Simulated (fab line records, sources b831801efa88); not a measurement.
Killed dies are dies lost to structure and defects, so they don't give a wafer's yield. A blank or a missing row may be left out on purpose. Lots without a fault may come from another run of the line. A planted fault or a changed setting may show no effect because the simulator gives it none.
Problem report in the 8D (eight disciplines) form, filled by code | flow gf180mcu | the parts of the form that need people (team, actions taken, sign-off) are left out

1. THE PROBLEM
SALICIDE_TIN_THK at GF_SALICIDE_THK_MEAS_05 reads a mean of 23.55 nm on 2 wafers of 2 lots; wafers without a fault read 19.80 nm with a standard deviation of 0.27. That is +14 standard deviations from the usual mean.
The step: measures by xrf.
First seen on wafer L111.3, day 19 13:11, on film_metro-01. The record holds 36 wafers of 12 lots with a number at this step. Rule for "out", or "out of limits": more than 4 standard deviations from the usual mean. The other wafers with a number count as sound.

2. WHAT IT IS AND WHAT IT IS NOT
question                    | is                           | is not
which readings at this step | SALICIDE_TIN_THK             | -
which lots                  | L111, L112                   | L102, L106, L110, L113, L119, L120, L121, L122, L123, L124
which wafers of those lots  | L111.3, L112.1               | L111.2, L111.5, L112.3, L112.4
read on which gauges        | film_metro-01, film_metro-03 | film_metro-04
when                        | from day 19 13:11            | up to then (11 sound wafers); but 23 sound wafers of L112, L113, L119, L120, L121, L122, L123, L124 came after

3. SUSPECTS, AND WHAT RULES EACH OUT
Counting: a tool at a process step up to the reading stays a suspect if it ran every lot that is out. Sound lots after the first of them don't rule it out here, since some wafers of a struck lot are sound.
- the gauge at GF_SALICIDE_THK_MEAS_05: ruled out. The wafers that are out were read on 2 gauges (film_metro-01, film_metro-03).
- pvd_sputter-03 at GF_SALICIDE_SPUTTER_03 (material TiN, target thk 20 nm, time 16.7 s): kept. It ran every lot that is out, first L111 (day 19 13:02); its last sound lot up to then is L106 (day 17 16:08). Its own readings are out on those wafers: cathode_dc_power_W.
Left after counting: pvd_sputter-03 at GF_SALICIDE_SPUTTER_03.

4. THE CAUSE (what the simulator had put in)
Process parameter drift: pvd_sputter-03, from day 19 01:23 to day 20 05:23, at GF_SALICIDE_SPUTTER_03. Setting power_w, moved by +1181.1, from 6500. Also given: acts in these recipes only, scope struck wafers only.
Counting left only this tool.

5. THE CHAIN OF EFFECTS, in route order
Each row: a reading whose mean over the struck wafers that have a number lies more than 3 standard deviations from the usual. Only readings for which the record gives a usual standard deviation are gone through. hours: the time from each lot's start at the first step in this table that gives one to its start at this step, as a median over the lots. sigmas: the change in usual standard deviations.
hours | step                    | reading            | usual        | on struck wafers | change  | sigmas
0     | GF_SALICIDE_SPUTTER_03  | cathode_dc_power_W | 6499.9 W     | 7680.4           | +1180.6 | +99 or more
0     | GF_SALICIDE_RS_MEAS_04  | SALICIDE_TIN_RS    | 16.26 ohm/sq | 15.29            | -0.97   | -3.3
0     | GF_SALICIDE_THK_MEAS_05 | SALICIDE_TIN_THK   | 19.80 nm     | 23.55            | +3.75   | +14
The process steps in it:
- GF_SALICIDE_SPUTTER_03: material TiN, target thk 20 nm, time 16.7 s.
Later measuring or inspecting steps at which every struck wafer that the step has a row for has a number for every such reading, and none has moved that far: GF_CONTACT_THK_MEAS_26.

6. WHAT WOULD HAVE CAUGHT IT SOONER
In this record the first reading out of limits at a measuring or inspecting step was taken at day 19 13:11, 12 hours after the fault began at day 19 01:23.
The tool's own readings at GF_SALICIDE_SPUTTER_03 were out on every struck wafer that the step has a row for (cathode_dc_power_W): an alarm limit on them would have fired on the first of those.
Of the lots that are out (2), L112 began GF_SALICIDE_SPUTTER_03 on pvd_sputter-03 after day 19 13:11. A hold on the tool at that time would have spared it.
